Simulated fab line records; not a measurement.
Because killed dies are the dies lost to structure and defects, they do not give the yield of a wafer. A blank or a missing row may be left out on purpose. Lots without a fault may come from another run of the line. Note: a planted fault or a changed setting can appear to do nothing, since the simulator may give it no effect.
8D (eight disciplines) problem report, filled in by code -- flow gf180mcu -- the parts of the form that need people (team, actions taken, sign-off) are left out

== 1. PROBLEM STATEMENT ==
Across 6 wafers from 2 lots, MIM_CVD_05_THK at GF_MIM_THK_MEAS_06 averages 29.9 nm, while fault-free wafers read 42.1 nm with a standard deviation of 0.51. Measured from the usual mean, that is -24 standard deviations.
First observed at day 28 16:29: wafer L498.1, on film metro-03. At this step, 39 wafers from 13 lots have a number in the record. Rule for "out" (also "out of limits"): further than 4 standard deviations from the usual mean. All remaining wafers that have a number are taken as sound.

== 2. WHAT IT IS, WHAT IT ISN'T ==
question,is,is not
which readings at this step,MIM_CVD_05_THK,-
which lots,"L498, L501","L486, L487, L488, L489, L490, L493, L495, L497, L504, L506, L508"
which wafers of those lots,all that have a number,-
read on which gauges,"film metro-02, film metro-03",film metro-04
when,from day 28 16:29,"up to then (24 sound wafers); but 9 sound wafers of L504, L506, L508 came after"

== 3. THE SUSPECTS, EACH WITH WHAT RULES IT OUT ==
Counting: any tool at a process step up to the reading is kept as a suspect provided that every lot that is out went through it and no sound lot did after the first of them.
- the gauge at GF_MIM_THK_MEAS_06 has been ruled out. 2 gauges (film metro-02, film metro-03) read the wafers that are out.
- pvd sputter-04 at GF_MIM_SPUTTER_00 (material Ti, target thk 37.5 nm, time 150 s): kept. All lots that are out passed through it, beginning with L498 at day 28 16:12, and no sound lot followed; its final sound lot before that point was L497 at day 28 12:26.
- pecvd-02 at GF_MIM_CVD_05 (deposits Si3N4, target thk 42 nm, time 29.086 s): kept. All lots that are out passed through it, beginning with L498 at day 28 16:25, and no sound lot followed; its final sound lot before that point was L489 at day 25 19:43.
What counting leaves: pvd sputter-04 at GF_MIM_SPUTTER_00 and pecvd-02 at GF_MIM_CVD_05.

== 4. THE CAUSE (what the simulator had put in) ==
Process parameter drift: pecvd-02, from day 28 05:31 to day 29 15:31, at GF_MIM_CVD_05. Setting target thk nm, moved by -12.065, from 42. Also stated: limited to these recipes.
Counting leaves 2 suspects; this tool is one of them.

== 5. SEQUENCE OF EFFECTS, ordered by route ==
One row per reading whose mean, taken over the struck wafers that have a number, lies over 3 standard deviations from the usual. Only readings for which the record gives a usual standard deviation are gone through. hours: the time from each lot's start at the first step in this table that gives one to its start at this step, as a median over the lots. sigmas: the change in usual standard deviations.
hours,step,reading,usual,on struck wafers,change,sigmas
0,GF_MIM_THK_MEAS_06,MIM_CVD_05_THK,42.1 nm,29.9,-12.2,-24
At these later measuring or inspecting steps, every struck wafer for which the step has a row has a number for every such reading, and none has moved that far: GF_MIM_RS_MEAS_10.

== 6. WHAT WOULD HAVE CAUGHT IT SOONER ==
11 hours passed between the start of the fault at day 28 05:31 and the first reading out of limits at a measuring or inspecting step in this record, taken at day 28 16:29.
No tool reading at GF_MIM_CVD_05 that has a usual standard deviation in the record was out on any struck wafer, so an alarm limit of 4 standard deviations on those readings would not have fired.
Of the lots that are out (2), L501 began GF_MIM_CVD_05 on pecvd-02 after day 28 16:29. It would have been spared by a hold on the tool at that moment.
